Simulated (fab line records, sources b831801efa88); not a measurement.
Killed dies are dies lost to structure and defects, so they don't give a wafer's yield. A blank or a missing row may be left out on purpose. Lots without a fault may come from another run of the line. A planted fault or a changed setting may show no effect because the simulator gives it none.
fab line records | flow sky130
record lots=5 wafers=15 last_day=50
route steps=708 shown SONOS_ONO@176
lots that met no fault: from a run of the same line without faults
start_h: hours from the record's first day to the start of the lot's first wafer shown | wait_h: hours since the lot's step before | " the same as in the row above | L1.1+2: a row that stands for several wafers | - no value, or no start given | * or withheld: withheld | < > ~ a bound
route shown NAME@n: a module of which the file shows steps, and the number in the route of the first | usual: mean/standard deviation of fault-free wafers | same: alike in all rows | chamber/n: place in a boat | sites: the reading at each site | _std_site: their standard deviation | _edge_site: outer sites' mean less inner sites' | radius_mm: how far each site lies from the wafer's centre | mask NAME#n: copy n | behind: the tool/chamber that last shaped the wafer | hold: why the lot was held/for how many hours/how that ended | device: the transistor (n, p or np) that didn't switch | end of line: the same wafers' tests at the end of the route | a step without rows: its recipe alone | killed: dies lost to structure and defects at the first sort, not the wafer's yield | map: a wafer's dies, x killed, . not, _ none there
set.NAME: the setting as run; set.NAME@STEP: as run at that earlier step | model.NAME: the simulator's own value behind a step, which no gauge read
lots at some steps of the route; a table a step, a row a wafer
services: from which hour (start_h, from the record's first day; less than 0 if before it) a tool's chamber was out of use, for how many hours, and why
## steps
# step SKY_SONOS_ONO_COAT_08
# recipe resist=NOVOLAK spin_rpm=3000 resist_thk_nm=1140
# columns lot.wafer tool chamber start_h wait_h
L085.1+2+4 litho_track-03 0 368.00 0.1
L089.1+3+6 litho_track-01 0 389.20 0.1
L091.1+4+5 litho_track-01 0 402.35 0.1
L093.2+4+5 litho_track-04 0 418.95 0.1
L094.2+3+4 litho_track-04 0 436.10 0.1
# step SKY_SONOS_ONO_SOFTBAKE_09
# recipe temp_c=90 time_s=60 resist=NOVOLAK
# columns lot.wafer tool chamber start_h wait_h
L085.1+2+4 litho_track-03 0 368.15 0.1
L089.1+3+6 litho_track-01 0 389.35 0.1
L091.1+4+5 litho_track-01 0 402.50 0.1
L093.2+4+5 litho_track-04 0 419.10 0.1
L094.2+3+4 litho_track-04 0 436.25 0.1
# step SKY_SONOS_ONO_EXPOSE_10
# recipe mask_id=ONOM target_cd_nm=410 na=0.6 source_shape=conventional sigma_outer=0.6 dose_mj=150
# usual stage_vel_mm_s=499.97/0.27
# columns lot.wafer tool chamber start_h wait_h mask stage_vel_mm_s
L085.1 iline_stepper-01 0 - - ONOM#0 499.92
L085.2 " 0 " " ONOM#0 500.17
L085.4 " 0 " " ONOM#0 499.84
L089.1 iline_stepper-01 0 - - ONOM#0 499.72
L089.3 " 0 " " ONOM#0 500.07
L089.6 " 0 " " ONOM#0 500.01
L091.1 iline_stepper-01 0 - - ONOM#0 499.73
L091.4 " 0 " " ONOM#0 499.75
L091.5 " 0 " " ONOM#0 499.88
L093.2 iline_stepper-01 0 - - ONOM#0 500.11
L093.4 " 0 " " ONOM#0 500.21
L093.5 " 0 " " ONOM#0 499.82
L094.2 iline_stepper-01 0 - - ONOM#0 500.16
L094.3 " 0 " " ONOM#0 500.00
L094.4 " 0 " " ONOM#0 500.08
# step SKY_SONOS_ONO_PEB_11
# recipe temp_c=withheld time_s=* resist=NOVOLAK
# columns lot.wafer tool chamber start_h wait_h
L085.1+2+4 litho_track-01 0 - -
L089.1+3+6 litho_track-01 0 - -
L091.1+4+5 litho_track-01 0 - -
L093.2+4+5 litho_track-03 0 - -
L094.2+3+4 litho_track-04 0 - -
# step SKY_SONOS_ONO_DEVELOP_12
# recipe develop_time_s=60 dev_temp_c=23
# columns lot.wafer tool chamber start_h wait_h
L085.1+2+4 litho_track-01 0 381.90 0.1
L089.1+3+6 litho_track-01 0 404.05 0.1
L091.1+4+5 litho_track-01 0 417.45 0.1
L093.2+4+5 litho_track-03 0 434.83 0.1
L094.2+3+4 litho_track-04 0 451.94 0.1
# step SKY_SONOS_ONO_CD_MEAS_13
# recipe target_cd_nm=410
# usual cd_nm=410.8/2.1
# columns lot.wafer tool chamber start_h wait_h cd_nm
L085.1 cd_sem-02 - 382.05 0.1 410.2
L085.2 " - " " 410.2
L085.4 " - " " 411.2
L089.1 cd_sem-01 - 404.20 0.1 411.1
L089.3 " - " " 412.5
L089.6 " - " " 410.7
L091.1 cd_sem-01 - 417.60 0.1 411.0
L091.4 " - " " 412.7
L091.5 " - " " 410.8
L093.2 cd_sem-02 - 434.97 0.1 408.9
L093.4 " - " " 410.5
L093.5 " - " " 410.2
L094.2 cd_sem-02 - 452.09 0.1 414.7
L094.3 " - " " 414.0
L094.4 " - " " 413.0
# step SKY_SONOS_ONO_OVL_MEAS_14
# usual SONOS_ONO_OVL=1.0/1.5
# columns lot.wafer tool chamber start_h wait_h SONOS_ONO_OVL[nm]
L085.1 overlay-01 - 382.17 0.1 -2.0
L085.2 " - " " -2.0
L085.4 " - " " -3.6
L089.1 overlay-02 - 404.32 0.1 0.1
L089.3 " - " " -2.0
L089.6 " - " " 0.8
L091.1 overlay-01 - 417.72 0.1 2.5
L091.4 " - " " 1.1
L091.5 " - " " -0.6
L093.2 overlay-02 - 435.08 0.1 -0.3
L093.4 " - " " -0.3
L093.5 " - " " 0.1
L094.2 overlay-01 - 452.20 0.1 -0.7
L094.3 " - " " 0.5
L094.4 " - " " 0.9
# step SKY_SONOS_ONO_ETCH_15
# recipe target_depth_nm=19.52 chemistry=CHF3/O2 source_w=600 bias_w=200 pressure_mtorr=40 chf3_flow_sccm=50 O2_flow_sccm=5 time_s=7.8
# usual drypump_motor_current_A=6.0/0.49 oes_product_au=1.001/0.0092 throttle_valve_pct=8.825/0.0089
# columns lot.wafer tool chamber start_h wait_h drypump_motor_current_A oes_product_au rf_hours_counter_h throttle_valve_pct
L085.1 rie_diel-04 3 382.21 0.0 5.9 1.001 4 8.820
L085.2 " 2 " " 6.1 1.003 2 8.812
L085.4 " 0 " " 5.9 1.012 52 8.841
L089.1 rie_diel-03 3 404.36 0.0 5.7 1.001 44 8.818
L089.3 " 2 " " 6.2 0.996 70 8.815
L089.6 " 1 " " 6.6 0.993 - 8.836
L091.1 rie_diel-01 2 417.76 0.0 6.2 0.992 37 8.820
L091.4 " 0 " " 6.6 0.990 2 8.818
L091.5 " 1 " " 5.3 1.016 - 8.835
L093.2 rie_diel-03 1 435.11 0.0 6.6 0.983 67 8.819
L093.4 " 2 " " 6.2 0.994 70 8.820
L093.5 " 1 " " 6.6 0.992 - 8.829
L094.2 rie_diel-01 1 452.23 0.0 5.3 0.999 35 8.831
L094.3 " 2 " " 6.2 0.987 37 8.802
L094.4 " 0 " " 6.6 0.990 3 8.818
## services
# columns tool chamber start_h hours kind
iline_stepper-01 - 358.81 1.7 pm
rie_diel-01 2 366.40 8.5 repair
rie_diel-03 0 388.84 7.2 repair
iline_stepper-01 - 397.41 4.4 pm
iline_stepper-01 0 398.01 - calibration
rie_diel-01 2 428.89 4.5 repair
rie_diel-04 0 429.67 7.1 repair
rie_diel-03 3 450.67 4.2 repair
## key
fault none
